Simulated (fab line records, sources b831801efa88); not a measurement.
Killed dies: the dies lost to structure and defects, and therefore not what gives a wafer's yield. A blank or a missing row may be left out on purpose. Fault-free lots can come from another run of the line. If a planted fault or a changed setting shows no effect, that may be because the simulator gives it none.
8D (eight disciplines) problem report, filled in by code + flow sky130 + the parts of the form that need people (team, actions taken, sign-off) are left out

## 1. THE ISSUE
biasW at SKY_CAP2M_METAL_ETCH_13 reads a mean of 40.31 W on 9 wafers of 3 lots; wafers without a fault read 48.52 W with a standard deviation of 0.16. That puts it -51 standard deviations away from the usual mean.
The step: etches TiN in Cl2/BCl3, stops on SiO2, target depth 220 nm, time 62.9 s.
The first sign was on wafer L699.1 at day 44 08:35, on rieMetal-02. The record has a number at this step for 21 wafers belonging to 7 lots. The rule behind "out" and "out of limits": a value lying over 4 standard deviations away from the usual mean. All remaining wafers that have a number are taken as sound.

## 2. WHAT IT IS, WHAT IT ISN'T
| question                    | is                     | is not                                                                   |
|-----------------------------|------------------------|--------------------------------------------------------------------------|
| which readings at this step | biasW                  | drypumpMotorCurrentA, throttleValvePct                                   |
| which lots                  | L699, L702, L703       | L689, L694, L707, L708                                                   |
| which wafers of those lots  | all that have a number | -                                                                        |
| read on which tools         | rieMetal-02            | rieMetal-01, rieMetal-04                                                 |
| when                        | from day 44 08:35      | up to then (6 sound wafers); but 6 sound wafers of L707, L708 came after |

## 3. THE SUSPECTS, EACH WITH WHAT RULES IT OUT
Counting: a tool at any process step up to the reading remains a suspect when it ran all the lots that are out and ran no sound lot after the first of those.
- rieMetal-02 at SKY_CAP2M_METAL_ETCH_13 (etches TiN in Cl2/BCl3, stops on SiO2, target depth 220 nm, time 62.9 s): kept. All lots that are out passed through it, beginning with L699 at day 44 08:35, and no sound lot followed; its final sound lot before that point was L689 at day 41 09:41. Its own biasW readings are out on those wafers.
The count leaves rieMetal-02 at SKY_CAP2M_METAL_ETCH_13.

## 4. THE CAUSE (what the simulator had put in)
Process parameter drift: rieMetal-02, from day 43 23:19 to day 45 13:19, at SKY_CAP2M_METAL_ETCH_13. The setting biasW was moved by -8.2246, starting from 48.5. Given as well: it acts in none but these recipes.
After counting, this tool was the only one left.

## 5. SEQUENCE OF EFFECTS, ordered by route
One row per reading whose mean, taken over the struck wafers that have a number, lies over 3 standard deviations from the usual. Scope: only readings with a usual standard deviation given in the record; hours: median across lots of the time from each lot's start at the first step in this table that gives one to its start at this step; sigmas: change in usual standard deviations.
| hours | step                    | reading | usual   | on struck wafers | change | sigmas |
|-------|-------------------------|---------|---------|------------------|--------|--------|
| 0     | SKY_CAP2M_METAL_ETCH_13 | biasW   | 48.52 W | 40.31            | -8.21  | -51    |
Its process steps:
- SKY_CAP2M_METAL_ETCH_13: etches TiN in Cl2/BCl3, stops on SiO2, target depth 220 nm, time 62.9 s.

## 6. WHAT WOULD HAVE CAUGHT IT SOONER
9 hours passed between the start of the fault at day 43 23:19 and the first reading out of limits in this record, taken at day 44 08:35.
